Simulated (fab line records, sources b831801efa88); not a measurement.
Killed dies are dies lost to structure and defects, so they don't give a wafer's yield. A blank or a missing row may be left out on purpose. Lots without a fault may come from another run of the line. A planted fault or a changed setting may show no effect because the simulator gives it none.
fab line records | flow sky130
record lots=6 wafers=18 last_day=50
route steps=708 shown VT_ADJUST_NCORE@128 VT_ADJUST_HVTR@131 VT_ADJUST_PCH@143 PAD_OPEN@708
lots that met no fault: from a run of the same line without faults
start_h: hours from the record's first day to the start of the lot's first wafer shown | wait_h: hours since the lot's step before | " the same as in the row above | L1.1+2: a row that stands for several wafers | - no value, or no start given | * or withheld: withheld | < > ~ a bound
route shown NAME@n: a module of which the file shows steps, and the number in the route of the first | usual: mean/standard deviation of fault-free wafers | same: alike in all rows | chamber/n: place in a boat | sites: the reading at each site | _std_site: their standard deviation | _edge_site: outer sites' mean less inner sites' | radius_mm: how far each site lies from the wafer's centre | mask NAME#n: copy n | behind: the tool/chamber that last shaped the wafer | hold: why the lot was held/for how many hours/how that ended | device: the transistor (n, p or np) that didn't switch | end of line: the same wafers' tests at the end of the route | a step without rows: its recipe alone | killed: dies lost to structure and defects at the first sort, not the wafer's yield | map: a wafer's dies, x killed, . not, _ none there
set.NAME: the setting as run; set.NAME@STEP: as run at that earlier step | model.NAME: the simulator's own value behind a step, which no gauge read
lots at some steps of the route; a table a step, a row a wafer
services: from which hour (start_h, from the record's first day; less than 0 if before it) a tool's chamber was out of use, for how many hours, and why
## steps
# step SKY_VT_ADJUST_NCORE_IMPLANT_09
# recipe species=B energy_kev=10 dose_cm2=2.4e+12 tilt_deg=withheld
# step SKY_VT_ADJUST_NCORE_STRIP_10
# recipe chemistry=O2/N2 power_w=1400 pressure_mtorr=1500 platen_temp_c=withheld o2_flow_sccm=3000 n2_flow_sccm=300 overash_fraction=0.5
# usual chamber_pressure_mTorr=1499.9/1.5 drypump_motor_current_A=5.7/0.47 oes_product_au=0.716/0.005 strip_time_to_endpoint_s=14.18/0.034
# columns lot.wafer tool chamber start_h wait_h chamber_pressure_mTorr drypump_motor_current_A oes_product_au rf_hours_counter_h strip_time_to_endpoint_s
L770.2 plasma_asher-01 0 197.14 0.1 1498.6 5.3 0.723 53 14.19
L770.5 " 0 " " 1497.6 5.3 0.716 - 14.14
L770.6 " 1 " " 1499.0 5.6 0.711 - 14.18
L773.1 plasma_asher-02 0 214.46 0.1 1501.2 5.3 0.714 9 14.20
L773.4 " 1 " " 1500.2 5.7 0.722 - 14.21
L773.5 " 0 " " 1498.5 5.3 0.714 - 14.21
L785.1 plasma_asher-02 0 303.09 0.1 1501.6 5.3 0.723 17 14.18
L785.3 " 1 " " 1500.2 5.7 0.717 - 14.18
L785.5 " 0 " " 1503.2 5.3 0.720 - 14.17
L786.1 plasma_asher-01 1 308.09 0.1 1501.3 5.6 0.720 62 14.22
L786.3 " 1 " " 1500.5 5.6 0.715 - 14.24
L786.5 " 1 " " 1505.0 5.6 0.724 - 14.17
L787.2 plasma_asher-03 0 321.56 0.1 1497.2 6.7 0.719 48 14.17
L787.3 " 0 " " 1498.9 6.7 0.714 - 14.17
L787.4 " 1 " " 1501.4 5.5 0.718 - 14.13
L791.1 plasma_asher-02 1 340.74 0.1 1499.4 5.7 0.725 19 14.21
L791.3 " 0 " " 1501.4 5.3 0.724 - 14.18
L791.6 " 1 " " 1498.6 5.7 0.716 - 14.22
# step SKY_VT_ADJUST_NCORE_TW_MEAS_11
# usual VT_ADJUST_NCORE_TW=219.3/1.7
# columns lot.wafer tool chamber start_h wait_h VT_ADJUST_NCORE_TW
L770.2 film_metro-04 - 197.25 0.1 220.2
L770.5 " - " " 221.6
L770.6 " - " " 220.9
L773.1 film_metro-03 - 214.59 0.1 217.6
L773.4 " - " " 218.1
L773.5 " - " " 218.7
L785.1 film_metro-03 - 303.19 0.1 217.4
L785.3 " - " " 218.1
L785.5 " - " " 217.8
L786.1 film_metro-03 - 308.19 0.1 217.9
L786.3 " - " " 216.9
L786.5 " - " " 218.3
L787.2 film_metro-03 - 321.67 0.1 219.2
L787.3 " - " " 218.2
L787.4 " - " " 217.4
L791.1 film_metro-04 - 340.84 0.1 221.4
L791.3 " - " " 219.6
L791.6 " - " " 220.9
# step SKY_VT_ADJUST_HVTR_DEHYDRATE_00
# recipe temp_c=200 time_s=60
# step SKY_VT_ADJUST_HVTR_HMDS_01
# recipe prime_time_s=60 prime_temp_c=120
# step SKY_VT_ADJUST_HVTR_COAT_02
# recipe resist=NOVOLAK spin_rpm=3000 resist_thk_nm=1140
# step SKY_VT_ADJUST_HVTR_SOFTBAKE_03
# recipe temp_c=90 time_s=60 resist=NOVOLAK
# step SKY_VT_ADJUST_HVTR_EXPOSE_04
# recipe mask_id=HVTRM target_cd_nm=380 na=0.6 source_shape=conventional sigma_outer=0.6 dose_mj=150
# step SKY_VT_ADJUST_HVTR_PEB_05
# recipe temp_c=withheld time_s=* resist=NOVOLAK
# step SKY_VT_ADJUST_HVTR_DEVELOP_06
# recipe develop_time_s=60 dev_temp_c=23
# step SKY_VT_ADJUST_HVTR_CD_MEAS_07
# recipe target_cd_nm=380
# usual cd_nm=379.3/2.6
# columns lot.wafer tool chamber start_h wait_h cd_nm
L770.2 cd_sem-01 - 218.75 0.1 381.8
L770.5 " - " " 381.3
L770.6 " - " " 380.0
L773.1 cd_sem-02 - 236.53 0.1 380.3
L773.4 " - " " 382.0
L773.5 " - " " 380.7
L785.1 cd_sem-02 - 328.98 0.1 378.8
L785.3 " - " " 378.1
L785.5 " - " " 376.0
L786.1 cd_sem-01 - 333.08 0.1 380.6
L786.3 " - " " 379.6
L786.5 " - " " 379.7
L787.2 cd_sem-01 - 347.67 0.1 376.7
L787.3 " - " " 378.9
L787.4 " - " " 378.5
L791.1 cd_sem-01 - 368.13 0.1 380.0
L791.3 " - " " 377.3
L791.6 " - " " 376.6
# step SKY_VT_ADJUST_HVTR_OVL_MEAS_08
# usual VT_ADJUST_HVTR_OVL=-0.5/1.3
# columns lot.wafer tool chamber start_h wait_h VT_ADJUST_HVTR_OVL[nm]
L770.2 overlay-01 - 218.85 0.1 -0.3
L770.5 " - " " 2.1
L770.6 " - " " 3.3
L773.1 overlay-02 - 236.65 0.1 -0.2
L773.4 " - " " 0.1
L773.5 " - " " -1.6
L785.1 overlay-01 - 329.10 0.1 -0.6
L785.3 " - " " -1.2
L785.5 " - " " -2.7
L786.1 overlay-02 - 333.20 0.1 -0.5
L786.3 " - " " -0.9
L786.5 " - " " -0.8
L787.2 overlay-02 - 347.78 0.1 -1.7
L787.3 " - " " -0.4
L787.4 " - " " 0.3
L791.1 overlay-02 - 368.25 0.1 0.0
L791.3 " - " " 0.2
L791.6 " - " " 1.2
# step SKY_VT_ADJUST_HVTR_IMPLANT_09
# recipe species=B energy_kev=10 dose_cm2=2.1e+12 tilt_deg=withheld
# usual dose_ions_cm2=2.1e+12/2.4e+09 faraday_current_uA=11.85/0.24
# columns lot.wafer tool chamber start_h wait_h dose_ions_cm2 faraday_current_uA
L770.2 implanter-02 0 218.91 0.0 2.0982e+12 11.48
L770.5 " 0 " " 2.0997e+12 11.49
L770.6 " 0 " " 2.1025e+12 11.55
L773.1 implanter-04 0 236.69 0.0 2.0997e+12 11.96
L773.4 " 0 " " 2.0991e+12 11.66
L773.5 " 0 " " 2.099e+12 12.14
L785.1 implanter-04 0 329.13 0.0 1.2971e+12 7.33
L785.3 " 0 " " 1.2935e+12 7.34
L785.5 " 0 " " 1.2946e+12 7.42
L786.1 implanter-04 0 333.23 0.0 1.2925e+12 7.19
L786.3 " 0 " " 1.2925e+12 7.25
L786.5 " 0 " " 1.2883e+12 7.36
L787.2 implanter-02 0 347.83 0.0 2.1015e+12 11.75
L787.3 " 0 " " 2.1012e+12 12.10
L787.4 " 0 " " 2.1009e+12 12.17
L791.1 implanter-01 0 368.28 0.0 2.0986e+12 12.00
L791.3 " 0 " " 2.1e+12 12.02
L791.6 " 0 " " 2.101e+12 12.01
# step SKY_VT_ADJUST_HVTR_STRIP_10
# recipe chemistry=O2/N2 power_w=1400 pressure_mtorr=1500 platen_temp_c=withheld o2_flow_sccm=3000 n2_flow_sccm=300 overash_fraction=0.5
# usual chamber_pressure_mTorr=1500.0/1.3 drypump_motor_current_A=5.8/0.47 oes_product_au=0.716/0.0046 strip_time_to_endpoint_s=14.19/0.048
# columns lot.wafer tool chamber start_h wait_h chamber_pressure_mTorr drypump_motor_current_A oes_product_au rf_hours_counter_h strip_time_to_endpoint_s
L770.2 plasma_asher-02 0 219.03 0.1 1498.4 5.3 0.720 9 14.26
L770.5 " 1 " " 1502.0 5.8 0.722 - 14.23
L770.6 " 0 " " 1500.5 5.3 0.712 - 14.25
L773.1 plasma_asher-02 1 236.84 0.1 1500.7 5.8 0.713 11 14.15
L773.4 " 0 " " 1500.5 5.3 0.712 - 14.21
L773.5 " 1 " " 1498.4 5.7 0.719 - 14.18
L785.1 plasma_asher-02 0 329.28 0.1 1499.7 5.3 0.716 19 14.20
L785.3 " 1 " " 1498.2 5.7 0.712 - 14.22
L785.5 " 0 " " 1501.7 5.3 0.725 - 14.22
L786.1 plasma_asher-03 1 333.38 0.1 1499.4 5.5 0.715 50 14.17
L786.3 " 0 " " 1499.0 6.7 0.716 - 14.19
L786.5 " 0 " " 1501.4 6.7 0.721 - 14.17
L787.2 plasma_asher-02 0 347.96 0.1 1499.1 5.3 0.710 20 14.29
L787.3 " 0 " " 1499.4 5.3 0.717 - 14.30
L787.4 " 1 " " 1500.4 5.7 0.719 - 14.30
L791.1 plasma_asher-03 1 368.43 0.1 1499.6 5.6 0.722 53 14.17
L791.3 " 1 " " 1501.5 5.6 0.724 - 14.23
L791.6 " 1 " " 1500.6 5.5 0.711 - 14.25
# step SKY_VT_ADJUST_HVTR_TW_MEAS_11
# usual VT_ADJUST_HVTR_TW=212.7/1.6
# columns lot.wafer tool chamber start_h wait_h VT_ADJUST_HVTR_TW
L770.2 film_metro-04 - 219.14 0.1 212.9
L770.5 " - " " 213.1
L770.6 " - " " 214.8
L773.1 film_metro-01 - 236.94 0.1 212.8
L773.4 " - " " 213.2
L773.5 " - " " 212.6
L785.1 film_metro-01 - 329.38 0.1 185.4
L785.3 " - " " 185.6
L785.5 " - " " 186.3
L786.1 film_metro-03 - 333.48 0.1 182.4
L786.3 " - " " 182.8
L786.5 " - " " 183.3
L787.2 film_metro-03 - 348.07 0.1 210.8
L787.3 " - " " 210.4
L787.4 " - " " 210.7
L791.1 film_metro-01 - 368.53 0.1 215.0
L791.3 " - " " 215.5
L791.6 " - " " 214.4
# step SKY_VT_ADJUST_PCH_DEHYDRATE_00
# recipe temp_c=200 time_s=60
# step SKY_PAD_OPEN_PROBE_99
# usual killed_at_M0_to_M3=43/7 killed_at_M4_up=3.1/2 killed_at_contacts=24/5.3 killed_at_front_end=15/4.2 killed_at_other=0.4/0.66 killed_dies=86/9.5 killed_open=47/7.4 killed_short=38/6.2
# same gross_dies=492 killed_at_back_side=0
# columns lot.wafer tool chamber start_h wait_h killed_at_M0_to_M3 killed_at_M4_up killed_at_contacts killed_at_front_end killed_at_other killed_dies killed_open killed_short model.etest.pfet_01v8_mvt.drive_ua_um model.etest.pfet_01v8_mvt.off_log10_a_um model.etest.pfet_01v8_mvt.vt_sat_v model.etest.pfet_01v8_mvt.vt_v model.etest.pfet_01v8_mvt.vt_long_v
L770.2 prober-01 - 1090.83 0.1 46 2 21 18 0 87 50 37 151 -10.31 -0.545 -0.6289 -0.8395
L770.5 prober-01 - 1090.98 0.2 43 3 23 18 0 87 47 40 149.2 -10.58 -0.5513 -0.6329 -0.8394
L770.6 prober-01 - 1091.03 0.2 41 3 24 16 0 84 43 41 153.8 -10.26 -0.5389 -0.6265 -0.8375
L773.1 prober-01 - 1098.39 0.1 47 4 27 17 0 95 47 47 147.3 -10.87 -0.5816 -0.6619 -0.863
L773.4 prober-01 - 1098.54 0.2 48 8 24 13 1 94 55 37 149.2 -10.87 -0.5819 -0.6643 -0.8649
L773.5 prober-01 - 1098.59 0.2 37 4 26 11 0 78 42 36 150.2 -10.93 -0.5848 -0.6677 -0.8672
L785.1 prober-01 - 1172.35 0.1 36 3 26 20 0 85 53 32 141.8 -11.95 -0.6641 -0.7311 -0.9324
L785.3 prober-01 - 1172.45 0.2 53 1 22 15 0 91 45 46 142.8 -11.81 -0.661 -0.7336 -0.928
L785.5 prober-01 - 1172.55 0.2 49 2 21 16 0 88 49 39 142.4 -11.77 -0.6573 -0.7298 -0.9266
L786.1 prober-02 - 1177.35 0.1 44 2 21 17 1 85 53 31 129 -12.51 -0.721 -0.7825 -0.9737
L786.3 prober-02 - 1177.45 0.2 42 1 15 13 2 73 35 38 128.7 -12.4 -0.7185 -0.7808 -0.9757
L786.5 prober-02 - 1177.55 0.2 35 5 18 22 0 80 43 36 127.9 -12.47 -0.7175 -0.7789 -0.9722
L787.2 prober-01 - 1181.77 0.1 42 3 23 17 1 86 42 43 148 -11.29 -0.6003 -0.6852 -0.8903
L787.3 prober-01 - 1181.82 0.2 45 6 31 22 0 104 60 44 150.2 -10.99 -0.5947 -0.6834 -0.8914
L787.4 prober-01 - 1181.87 0.2 45 3 26 15 1 90 56 34 150.7 -11.12 -0.596 -0.6851 -0.8914
L791.1 prober-01 - 1194.81 0.1 43 4 29 14 0 90 49 41 147.6 -11.2 -0.597 -0.6745 -0.8681
L791.3 prober-01 - 1194.91 0.2 28 9 21 28 0 86 51 34 150.9 -11.04 -0.5892 -0.6702 -0.8704
L791.6 prober-01 - 1195.06 0.2 26 3 24 16 1 70 48 22 149.2 -11.17 -0.5899 -0.6712 -0.871
# killed by level:class
L770.2 VIA1:geometric_particle:open=14 LI_CONTACT:geometric_particle:open=7 CONTACT:geometric_particle:open=6 VIA2:geometric_particle:open=5 VIA1:geometric_particle:short=5 VIA3:geometric_particle:open=5 SPACER:geometric_particle:short=4 METAL2:geometric_particle:short=4
L770.5 VIA1:geometric_particle:open=9 CONTACT:geometric_particle:open=9 VIA2:geometric_particle:open=8 CONTACT:geometric_particle:short=6 LI_CONTACT:geometric_particle:open=6 METAL1:geometric_particle:short=6 FIELD_ISO:geometric_particle:open=5 FIELD_ISO:geometric_particle:short=5
L770.6 CONTACT:geometric_particle:open=9 VIA2:geometric_particle:open=7 VIA3:geometric_particle:open=7 VIA3:geometric_particle:short=6 FIELD_ISO:geometric_particle:short=5 LI_CONTACT:geometric_particle:open=5 CONTACT:geometric_particle:short=5 POLY_GATE:geometric_particle:open=4
L773.1 VIA2:geometric_particle:open=11 VIA1:geometric_particle:open=11 CONTACT:geometric_particle:open=9 CONTACT:geometric_particle:short=8 METAL2:geometric_particle:short=7 POLY_GATE:geometric_particle:open=6 LOCAL_INTERCONNECT:geometric_particle:short=6 FIELD_ISO:geometric_particle:short=5
L773.4 CONTACT:geometric_particle:open=14 VIA1:geometric_particle:open=13 VIA3:geometric_particle:open=7 METAL2:geometric_particle:short=7 VIA2:geometric_particle:short=5 METAL4:geometric_particle:short=5 FIELD_ISO:geometric_particle:open=4 VIA2:geometric_particle:open=4
L773.5 CONTACT:geometric_particle:open=10 METAL2:geometric_particle:short=10 LI_CONTACT:geometric_particle:open=8 VIA1:geometric_particle:open=7 VIA3:geometric_particle:open=6 CONTACT:geometric_particle:short=5 VIA2:geometric_particle:open=5 POLY_GATE:geometric_particle:short=4
L785.1 VIA1:geometric_particle:open=16 LI_CONTACT:geometric_particle:open=12 FIELD_ISO:geometric_particle:open=7 CONTACT:geometric_particle:open=7 LOCAL_INTERCONNECT:geometric_particle:short=5 VIA1:geometric_particle:short=5 FIELD_ISO:geometric_particle:short=3 POLY_GATE:geometric_particle:short=3
L785.3 VIA1:geometric_particle:open=10 VIA2:geometric_particle:open=9 METAL3:geometric_particle:short=8 LI_CONTACT:geometric_particle:open=7 CONTACT:geometric_particle:short=7 METAL1:geometric_particle:short=7 VIA3:geometric_particle:short=5 VIA3:geometric_particle:open=5
L785.5 VIA1:geometric_particle:open=15 FIELD_ISO:geometric_particle:open=8 LI_CONTACT:geometric_particle:open=8 CONTACT:geometric_particle:open=8 METAL1:geometric_particle:short=7 VIA1:geometric_particle:short=6 METAL2:geometric_particle:short=6 VIA2:geometric_particle:open=6
L786.1 VIA1:geometric_particle:open=11 LI_CONTACT:geometric_particle:open=9 VIA3:geometric_particle:open=8 CONTACT:geometric_particle:open=6 VIA2:geometric_particle:open=6 POLY_GATE:geometric_particle:short=4 POLY_GATE:geometric_particle:open=4 METAL1:geometric_particle:short=4
L786.3 VIA1:geometric_particle:open=9 VIA1:geometric_particle:short=6 VIA2:geometric_particle:open=6 CONTACT:geometric_particle:open=5 METAL2:geometric_particle:short=5 VIA3:geometric_particle:open=5 FIELD_ISO:geometric_particle:open=4 POLY_GATE:geometric_particle:short=4
L786.5 LI_CONTACT:geometric_particle:open=8 POLY_GATE:geometric_particle:open=7 VIA1:geometric_particle:open=7 VIA3:geometric_particle:open=5 FIELD_ISO:geometric_particle:open=4 POLY_GATE:geometric_particle:short=4 METAL1:geometric_particle:short=4 METAL2:geometric_particle:short=4
L787.2 VIA1:geometric_particle:open=12 CONTACT:geometric_particle:open=10 METAL2:geometric_particle:short=10 LI_CONTACT:geometric_particle:open=6 POLY_GATE:geometric_particle:short=5 FIELD_ISO:geometric_particle:short=4 LI_CONTACT:geometric_particle:short=4 VIA1:geometric_particle:short=4
L787.3 VIA1:geometric_particle:open=12 LI_CONTACT:geometric_particle:open=12 CONTACT:geometric_particle:open=9 METAL1:geometric_particle:short=7 VIA3:geometric_particle:open=7 FIELD_ISO:geometric_particle:short=6 FIELD_ISO:geometric_particle:open=5 CONTACT:geometric_particle:short=5
L787.4 VIA1:geometric_particle:open=12 CONTACT:geometric_particle:open=10 METAL2:geometric_particle:short=7 LI_CONTACT:geometric_particle:open=6 VIA3:geometric_particle:open=6 FIELD_ISO:geometric_particle:open=5 LOCAL_INTERCONNECT:geometric_particle:short=5 VIA2:geometric_particle:open=5
L791.1 LI_CONTACT:geometric_particle:open=11 VIA1:geometric_particle:open=9 METAL2:geometric_particle:short=8 LOCAL_INTERCONNECT:geometric_particle:short=6 VIA2:geometric_particle:open=6 CONTACT:geometric_particle:short=5 CONTACT:geometric_particle:open=5 VIA3:geometric_particle:open=5
L791.3 FIELD_ISO:geometric_particle:open=8 VIA1:geometric_particle:open=8 POLY_GATE:geometric_particle:short=7 CONTACT:geometric_particle:open=7 LI_CONTACT:geometric_particle:open=6 METAL4:geometric_particle:short=5 POLY_GATE:geometric_particle:open=4 LI_CONTACT:geometric_particle:short=4
L791.6 LI_CONTACT:geometric_particle:open=9 CONTACT:geometric_particle:open=8 FIELD_ISO:geometric_particle:open=6 POLY_GATE:geometric_particle:short=5 VIA2:geometric_particle:open=5 VIA1:geometric_particle:open=5 POLY_GATE:geometric_particle:open=4 VIA1:geometric_particle:short=4
## services
# columns tool chamber start_h hours kind
implanter-04 - 181.89 3.1 repair
implanter-02 - 213.59 3.4 repair
implanter-04 - 239.15 12.3 pm
plasma_asher-01 - 257.98 5.9 repair
plasma_asher-01 - 263.85 15.6 pm
plasma_asher-02 - 277.41 13.9 pm
plasma_asher-01 - 281.63 3.3 repair
plasma_asher-03 - 298.33 0.4 repair
plasma_asher-03 - 300.21 1.9 repair
plasma_asher-02 - 311.71 8.1 repair
plasma_asher-01 - 321.14 3.2 repair
plasma_asher-02 - 329.38 4.0 pm
implanter-01 - 345.99 1.9 repair
implanter-01 - 346.06 5.4 repair
implanter-01 - 359.43 2.2 repair
## key
first_sign step=SKY_VT_ADJUST_HVTR_IMPLANT_09 reading=dose_ions_cm2 direction=down sigmas=99+ usual=* struck=*
effect step=SKY_VT_ADJUST_HVTR_IMPLANT_09 reading=faraday_current_uA direction=down sigmas=19 usual=11.85 struck=7.32
effect step=SKY_VT_ADJUST_HVTR_TW_MEAS_11 reading=VT_ADJUST_HVTR_TW direction=down sigmas=18 usual=212.7 struck=184.3
model_effect step=SKY_PAD_OPEN_PROBE_99 value=etest.pfet_01v8_mvt.drive_ua_um without=150.2 struck=135.4
met_at SKY_VT_ADJUST_HVTR_IMPLANT_09
struck_wafers L785.1,L785.3,L785.5,L786.1,L786.3,L786.5
tester_left_out L785,L786
onset_between 236.69 329.13
fault kind=process_parameter_drift tool=implanter-04 chamber=- onset_h=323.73 steps=SKY_VT_ADJUST_HVTR_IMPLANT_09 channel=dose_cm2 offset=* shape=step end_h=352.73 acts_in=* stated=*
# tester_left_out: of these lots the tester's yield and bins aren't shown, on N5 and GAA mostly nor the transistor test; their killed dies are dies lost to structure and defects alone, not to doping, threshold or leakage, so they don't give the yield
